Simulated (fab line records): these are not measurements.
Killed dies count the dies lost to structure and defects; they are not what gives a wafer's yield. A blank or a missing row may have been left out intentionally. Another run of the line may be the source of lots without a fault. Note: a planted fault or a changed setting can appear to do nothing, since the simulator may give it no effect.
Chamber matching -- flow gf180mcu -- 3 sister chambers for GF_PASSIVATION_CVD_02 on pecvd-04
The step deposits Si3N4, target thk 700 nm, time 486.18 s. 3 wafers are shown with their chamber, then 7 later ones without.

## WAFERS, EACH WITH ITS CHAMBER
wafer,chamber,heater power w (W)
L650.5,2,939
L654.2,0,684
L654.4,1,537

## WAFERS WHOSE CHAMBER IS MISSING
wafer,heater power w (W)
L654.6,876
L660.2,622
L660.3,650
L660.5,908
L659.1,980
L659.5,718
L659.6,795

## WHICH CHAMBER EACH ONE RAN IN
wafer,from the rows above,in truth
L654.6,2,2
L660.2,can't be placed: 0 or 1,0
L660.3,can't be placed: 0 or 1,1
L660.5,2,2
L659.1,2,2
L659.5,0,0
L659.6,can't be placed: 0 or 2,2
4 of 7 placed correctly. Unplaceable from these rows: 3, with the true chamber sitting among the candidates in 3. Wrongly placed: 0.
How it was worked out, from the rows above alone: a wafer's distance from a chamber is the root of the sum, over the readings, of the square of ((its reading less the chamber's mean) divided by the reading's scatter). If the next closest chamber is less than 2 further off than the closest, the wafer can't be placed; otherwise it belongs to the closest. The mean given for a chamber averages the wafers shown for that chamber. The scatter: with one shown wafer a chamber, the root of the mean of the squares of how far each hidden wafer lies from its nearest shown one.
